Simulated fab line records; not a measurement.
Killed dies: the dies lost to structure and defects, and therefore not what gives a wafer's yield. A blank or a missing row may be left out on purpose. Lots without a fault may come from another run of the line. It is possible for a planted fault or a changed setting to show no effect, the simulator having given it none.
The tool behind it: which one? -- flow sky130 -- 6 lots with 18 wafers sampled at 2 steps, on a route of 708 steps

== WHAT THE GAUGES SHOWED, per wafer ==
SKY_GATE_OXIDE_THK_MEAS_02.
lot,measured,on,GATE_OXIDE_OXIDATION_00_THK (nm)
L158,day 13 18:05,film metro-01,9.96 9.98 10.01
L165,day 16 05:39,film metro-02,16.35 16.25 16.45
L168,day 16 20:10,film metro-01,17.08 16.71 16.89
L171,day 17 20:40,film metro-01,10.32 10.41 10.32
L173,day 18 10:03,film metro-04,10.39 10.49 10.31
L175,day 19 02:01,film metro-01,10.29 10.41 10.33

== WHAT TOOL EACH LOT RAN ON (gives the tool, then ch and the chambers of the sampled wafers, and finally the start) ==
lot,SKY_GATE_OXIDE_OXIDATION_01
L158,"furnace-02 ch 0, day 13 16:41"
L165,"furnace-02 ch 0, day 16 01:38 and furnace-01 ch 0, day 16 04:14"
L168,"furnace-02 ch 0, day 16 17:07 and furnace-01 ch 0, day 16 18:46"
L171,"furnace-01 ch 0, day 17 19:15"
L173,"furnace-02 ch 0, day 18 08:38"
L175,"furnace-01 ch 0, day 19 00:36"
- SKY_GATE_OXIDE_OXIDATION_01: stabilise 600 s, purge 300 s, target thk 10.268 nm.

== THE ANSWER, worked out from the rows above alone ==
Rule: the usual values come from the lots themselves. The widest of any qualifying gaps counts: lots, ordered by their means at a reading, are off when they make up no more than a third of the lots, leave a main group of 4 or more, and stand apart from it by 3 or more times the standard deviation of that group's means. If all means in a main group match to the digits the tables above print for the reading, that group is not used. Also off: a lot with no number at a reading for which 4 or more lots have one. Any other lot the step has rows for is counted as sound.
Off: L165, L168, seen at SKY_GATE_OXIDE_THK_MEAS_02 (GATE_OXIDE_OXIDATION_00_THK). Main group: mean 10.27 nm, sd 0.17.
A tool fits if, at a process step before that reading, it ran every lot that is off, and no sound lot after the first of them. The gauges at SKY_GATE_OXIDE_THK_MEAS_02 are tried like those tools. Of those tried, none fits.

== WHAT THE SIMULATOR HAD INSERTED ==
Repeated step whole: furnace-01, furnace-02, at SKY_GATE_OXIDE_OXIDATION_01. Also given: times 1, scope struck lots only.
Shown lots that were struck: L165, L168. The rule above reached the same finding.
